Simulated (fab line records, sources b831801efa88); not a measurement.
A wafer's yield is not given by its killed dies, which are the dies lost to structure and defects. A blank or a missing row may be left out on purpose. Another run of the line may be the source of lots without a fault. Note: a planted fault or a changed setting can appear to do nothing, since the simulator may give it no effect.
Lot-split experiment :: flow sky130 :: 23 wafers read across 5 lots, on a route 708 steps long

SPLIT DETAILS
At SKY_LDD_P_EXPOSE_04 (exposes mask PSDM, target cd 380 nm), the setting dose_mj was moved away from the recipe's 138 on 6 of the 23 wafers read, by -7.5% to +6.0%. The other wafers ran this setting at the recipe's value.

FROM THE SPLIT TO THE READING: what the file shows between them, 2 steps
- SKY_LDD_P_PEB_05
- SKY_LDD_P_DEVELOP_06: develop time 60 s

THE READING
cd_nm (nm) at SKY_LDD_P_CD_MEAS_07, where the cd target is 380 nm. On this fab line, fault-free wafers typically give 380.1 nm with a standard deviation of 2 nm.

wafer: L078.2
tool, chamber at the split: iline_stepper-01, 0
dose_mj as run: 138
against the recipe: recipe
cd_nm, nm: 381.1
against lot-mates on the recipe: -

wafer: L078.3
tool, chamber at the split: iline_stepper-01, 0
dose_mj as run: 138
against the recipe: recipe
cd_nm, nm: 379.9
against lot-mates on the recipe: -

wafer: L078.6
tool, chamber at the split: iline_stepper-01, 0
dose_mj as run: 138
against the recipe: recipe
cd_nm, nm: 377.6
against lot-mates on the recipe: -

wafer: L079.1
tool, chamber at the split: iline_stepper-01, 0
dose_mj as run: 138
against the recipe: recipe
cd_nm, nm: 375.8
against lot-mates on the recipe: -

wafer: L079.2
tool, chamber at the split: iline_stepper-01, 0
dose_mj as run: 138
against the recipe: recipe
cd_nm, nm: 378.5
against lot-mates on the recipe: -

wafer: L079.4
tool, chamber at the split: iline_stepper-01, 0
dose_mj as run: 138
against the recipe: recipe
cd_nm, nm: 379.1
against lot-mates on the recipe: -

wafer: L079.5
tool, chamber at the split: iline_stepper-01, 0
dose_mj as run: 138
against the recipe: recipe
cd_nm, nm: 377.2
against lot-mates on the recipe: -

wafer: L079.6
tool, chamber at the split: iline_stepper-01, 0
dose_mj as run: 138
against the recipe: recipe
cd_nm, nm: 375.9
against lot-mates on the recipe: -

wafer: L080.1
tool, chamber at the split: iline_stepper-01, 0
dose_mj as run: 146.3
against the recipe: +6.0%
cd_nm, nm: 399.6
against lot-mates on the recipe: +18.0

wafer: L080.2
tool, chamber at the split: iline_stepper-01, 0
dose_mj as run: 138
against the recipe: recipe
cd_nm, nm: 380.0
against lot-mates on the recipe: -

wafer: L080.4
tool, chamber at the split: iline_stepper-01, 0
dose_mj as run: 138
against the recipe: recipe
cd_nm, nm: 382.0
against lot-mates on the recipe: -

wafer: L080.5
tool, chamber at the split: iline_stepper-01, 0
dose_mj as run: 146.3
against the recipe: +6.0%
cd_nm, nm: 400.5
against lot-mates on the recipe: +18.9

wafer: L080.6
tool, chamber at the split: iline_stepper-01, 0
dose_mj as run: 138
against the recipe: recipe
cd_nm, nm: 382.8
against lot-mates on the recipe: -

wafer: L081.1
tool, chamber at the split: iline_stepper-02, 0
dose_mj as run: 138
against the recipe: recipe
cd_nm, nm: 378.3
against lot-mates on the recipe: -

wafer: L081.2
tool, chamber at the split: iline_stepper-02, 0
dose_mj as run: 138
against the recipe: recipe
cd_nm, nm: 380.1
against lot-mates on the recipe: -

wafer: L081.3
tool, chamber at the split: iline_stepper-02, 0
dose_mj as run: 138
against the recipe: recipe
cd_nm, nm: 379.6
against lot-mates on the recipe: -

wafer: L081.4
tool, chamber at the split: iline_stepper-02, 0
dose_mj as run: 127.7
against the recipe: -7.5%
cd_nm, nm: 360.2
against lot-mates on the recipe: -19.1

wafer: L081.5
tool, chamber at the split: iline_stepper-02, 0
dose_mj as run: 127.7
against the recipe: -7.5%
cd_nm, nm: 357.5
against lot-mates on the recipe: -21.8

wafer: L085.1
tool, chamber at the split: iline_stepper-01, 0
dose_mj as run: 138
against the recipe: recipe
cd_nm, nm: 381.2
against lot-mates on the recipe: -

wafer: L085.2
tool, chamber at the split: iline_stepper-01, 0
dose_mj as run: 138
against the recipe: recipe
cd_nm, nm: 384.5
against lot-mates on the recipe: -

wafer: L085.3
tool, chamber at the split: iline_stepper-01, 0
dose_mj as run: 141.4
against the recipe: +2.5%
cd_nm, nm: 387.7
against lot-mates on the recipe: +5.3

wafer: L085.4
tool, chamber at the split: iline_stepper-01, 0
dose_mj as run: 141.4
against the recipe: +2.5%
cd_nm, nm: 386.5
against lot-mates on the recipe: +4.1

wafer: L085.5
tool, chamber at the split: iline_stepper-01, 0
dose_mj as run: 138
against the recipe: recipe
cd_nm, nm: 381.5
against lot-mates on the recipe: -

THE FIT
A straight line over all 23 wafers: cd_nm changes by +3.02 nm for each +1% of dose_mj; r = +0.97; the points scatter about the line by 2.3 nm.
The same after taking each lot's own level away (the mean of its wafers on the recipe; 23 wafers): +2.81 nm for each +1%; r = +0.98; scatter 1.5 nm.
The reading moves by 21 nm for the largest change in dose_mj, on that fit.
The span of the lots' own levels, 377.30 to 382.40 nm, comes to 2.6 times the standard deviation stated above.
Consequently the slope shifts little with the lot-to-lot level, the two slopes agreeing.
Check: with one of the wafers moved furthest among these (-7.5%) left out of the fit, the line predicts -21.9 nm for it against its lot-mates. It came out at -19.1 nm against them.

THE FILE'S OWN FIT
cd_nm changes by +2.81 nm for each +1% of dose_mj, r = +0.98.
